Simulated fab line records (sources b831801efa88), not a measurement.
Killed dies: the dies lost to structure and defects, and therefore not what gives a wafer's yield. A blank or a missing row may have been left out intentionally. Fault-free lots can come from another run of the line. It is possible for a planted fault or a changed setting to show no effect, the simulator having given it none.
Which tool was responsible? + flow gf180mcu + Sampling: 13 lots, 37 wafers, 5 of 602 route steps

== WHAT THE GAUGES SHOWED, per wafer ==
GF_CONTACT_THK_MEAS_03.
| lot  | measured     | on           | CONTACT_CVD_02_THK (nm) |
|------|--------------|--------------|-------------------------|
| L525 | day 16 20:58 | filmMetro-01 | 858 872                 |
| L527 | day 17 08:20 | filmMetro-04 | 869 859 873             |
| L528 | day 17 23:26 | filmMetro-02 | 869 863                 |
| L532 | day 19 09:46 | filmMetro-01 | 843 836 865             |
| L535 | day 20 11:13 | filmMetro-04 | 845 876 860             |
| L536 | day 20 15:29 | filmMetro-02 | 862 866 848             |
| L537 | day 21 05:08 | filmMetro-02 | 844 826 855             |
| L538 | day 21 13:09 | filmMetro-01 | 845 870 872             |
| L539 | day 22 00:40 | filmMetro-04 | 844 843 838             |
| L540 | day 22 12:52 | filmMetro-02 | 823 834 838             |
| L541 | day 22 17:01 | filmMetro-02 | 859 873 871             |
| L542 | day 23 04:35 | filmMetro-02 | 870 874 895             |
| L543 | day 23 14:06 | filmMetro-01 | 855 853 872             |

GF_CONTACT_RS_MEAS_25: the measuring method here is four-point-probe.
| lot  | measured     | on           | CONTACT_W_RS (ohm/sq) |
|------|--------------|--------------|-----------------------|
| L525 | day 17 20:28 | filmMetro-02 | 0.384 0.365           |
| L527 | day 18 07:10 | filmMetro-02 | 0.381 0.383 0.359     |
| L528 | day 19 02:35 | filmMetro-04 | 0.380 0.361           |
| L532 | day 20 11:30 | filmMetro-04 | 0.385 0.383 0.384     |
| L535 | day 21 12:04 | filmMetro-01 | 0.380 0.386 0.383     |
| L536 | day 21 16:26 | filmMetro-02 | 0.389 0.387 0.389     |
| L537 | day 22 05:55 | filmMetro-04 | 0.385 0.385 0.386     |
| L538 | day 22 13:37 | filmMetro-02 | 0.377 0.374 0.377     |
| L539 | day 23 00:58 | filmMetro-02 | 0.386 0.386 0.381     |
| L540 | day 23 12:50 | filmMetro-02 | 0.380 0.386 0.378     |
| L541 | day 23 16:31 | filmMetro-04 | 0.387 0.381 0.378     |
| L542 | day 24 04:20 | filmMetro-02 | 0.382 0.385 0.383     |
| L543 | day 24 13:45 | filmMetro-01 | 0.380 0.377 0.381     |

GF_CONTACT_THK_MEAS_26: measures by xrf.
| lot  | measured     | on           | CONTACT_W_THK (nm) |
|------|--------------|--------------|--------------------|
| L525 | day 17 20:34 | filmMetro-02 | 298 312            |
| L527 | day 18 07:17 | filmMetro-02 | 298 296 316        |
| L528 | day 19 02:42 | filmMetro-04 | 301 316            |
| L532 | day 20 11:37 | filmMetro-04 | 295 293 296        |
| L535 | day 21 12:10 | filmMetro-01 | 296 291 295        |
| L536 | day 21 16:33 | filmMetro-02 | 294 296 295        |
| L537 | day 22 06:01 | filmMetro-04 | 298 298 297        |
| L538 | day 22 13:43 | filmMetro-02 | 300 303 301        |
| L539 | day 23 01:04 | filmMetro-02 | 298 297 301        |
| L540 | day 23 12:56 | filmMetro-02 | 302 298 303        |
| L541 | day 23 16:37 | filmMetro-04 | 294 299 303        |
| L542 | day 24 04:27 | filmMetro-02 | 299 296 297        |
| L543 | day 24 13:51 | filmMetro-01 | 299 301 296        |

== WHICH TOOL RAN EACH LOT (tool, then ch and the chambers of the sampled wafers, then the start) ==
| lot  | GF_CONTACT_SPUTTER_22       | GF_CONTACT_CVD_24            |
|------|-----------------------------|------------------------------|
| L525 | pvdSputter-04, day 17 20:14 | cvdW-02 ch 0,1, day 17 20:22 |
| L527 | pvdSputter-01, day 18 06:57 | cvdW-02 ch 0,1, day 18 07:03 |
| L528 | pvdSputter-03, day 19 02:22 | cvdW-02 ch 0, day 19 02:28   |
| L532 | pvdSputter-04, day 20 11:18 | cvdW-01 ch 0,1, day 20 11:24 |
| L535 | pvdSputter-03, day 21 11:50 | cvdW-02 ch 0,1, day 21 11:58 |
| L536 | pvdSputter-01, day 21 16:14 | cvdW-01 ch 0,1, day 21 16:20 |
| L537 | pvdSputter-04, day 22 05:41 | cvdW-02 ch 1, day 22 05:47   |
| L538 | pvdSputter-03, day 22 13:23 | cvdW-01 ch 0,1, day 22 13:31 |
| L539 | pvdSputter-04, day 23 00:43 | cvdW-02 ch 0,1, day 23 00:51 |
| L540 | pvdSputter-01, day 23 12:37 | cvdW-01 ch 0, day 23 12:43   |
| L541 | pvdSputter-03, day 23 16:17 | cvdW-01 ch 0,1, day 23 16:25 |
| L542 | pvdSputter-04, day 24 04:08 | cvdW-01 ch 1, day 24 04:14   |
| L543 | pvdSputter-01, day 24 13:31 | cvdW-02 ch 0,1, day 24 13:38 |
- GF_CONTACT_SPUTTER_22: material Ti, target thk 15 nm, time 80.02 s.
- GF_CONTACT_CVD_24: deposits W, target thk 300 nm, time 90.339 s.

== WHAT THE TOOLS THEMSELVES READ (means of the sampled wafers that have a number; where no wafer has one, the mark that the record gives instead) ==
GF_CONTACT_SPUTTER_22.
| lot  | tool          | throttleValvePct (%) |
|------|---------------|----------------------|
| L525 | pvdSputter-04 | 30.2                 |
| L527 | pvdSputter-01 | 30.0                 |
| L528 | pvdSputter-03 | 30.4                 |
| L532 | pvdSputter-04 | 30.2                 |
| L535 | pvdSputter-03 | 30.1                 |
| L536 | pvdSputter-01 | 30.6                 |
| L537 | pvdSputter-04 | 30.4                 |
| L538 | pvdSputter-03 | 30.7                 |
| L539 | pvdSputter-04 | 29.9                 |
| L540 | pvdSputter-01 | 30.9                 |
| L541 | pvdSputter-03 | 30.5                 |
| L542 | pvdSputter-04 | 30.0                 |
| L543 | pvdSputter-01 | 30.5                 |

GF_CONTACT_CVD_24.
| lot  | tool    | chamberPressureTorr (Torr) | heaterPowerOuterW (W) | heaterPowerW (W) |
|------|---------|----------------------------|-----------------------|------------------|
| L525 | cvdW-02 | 39.92                      | 584                   | 968              |
| L527 | cvdW-02 | 39.98                      | 567                   | 918              |
| L528 | cvdW-02 | 39.92                      | 632                   | 1115             |
| L532 | cvdW-01 | 40.02                      | 529                   | 852              |
| L535 | cvdW-02 | 40.05                      | 575                   | 920              |
| L536 | cvdW-01 | 40.01                      | 522                   | 851              |
| L537 | cvdW-02 | 39.96                      | 546                   | 840              |
| L538 | cvdW-01 | 40.01                      | 516                   | 878              |
| L539 | cvdW-02 | 39.96                      | 611                   | 1030             |
| L540 | cvdW-01 | 40.02                      | 520                   | 839              |
| L541 | cvdW-01 | 39.97                      | 528                   | 852              |
| L542 | cvdW-01 | 40.03                      | 536                   | 884              |
| L543 | cvdW-02 | 39.92                      | 606                   | 1021             |

== THE ANSWER, worked out from the rows above alone ==
Rule: the usual values come from the lots themselves. Put in order of their means at a reading, lots are off if they are a third of the lots or fewer, leave a main group of 4 or more, and stand apart from it by a gap of 3 or more times the standard deviation of the main group's means; of several such gaps the widest counts. A main group is skipped when, at the precision printed for the reading in the tables above, its means are all equal. Also off: a lot with no number at a reading for which 4 or more lots have one. Where the step has rows for the other lots, those lots are counted as sound. First the gauges in route order, then the tools' own readings, where a lot's mean is used as printed above. The first step at which some lot is off is used, and at that step the reading that is off furthest; a lot without a number counts as furthest.
Across all readings shown, no lot is off: no conclusion can be drawn from this.

== WHAT HAD BEEN PUT IN BY THE SIMULATOR ==
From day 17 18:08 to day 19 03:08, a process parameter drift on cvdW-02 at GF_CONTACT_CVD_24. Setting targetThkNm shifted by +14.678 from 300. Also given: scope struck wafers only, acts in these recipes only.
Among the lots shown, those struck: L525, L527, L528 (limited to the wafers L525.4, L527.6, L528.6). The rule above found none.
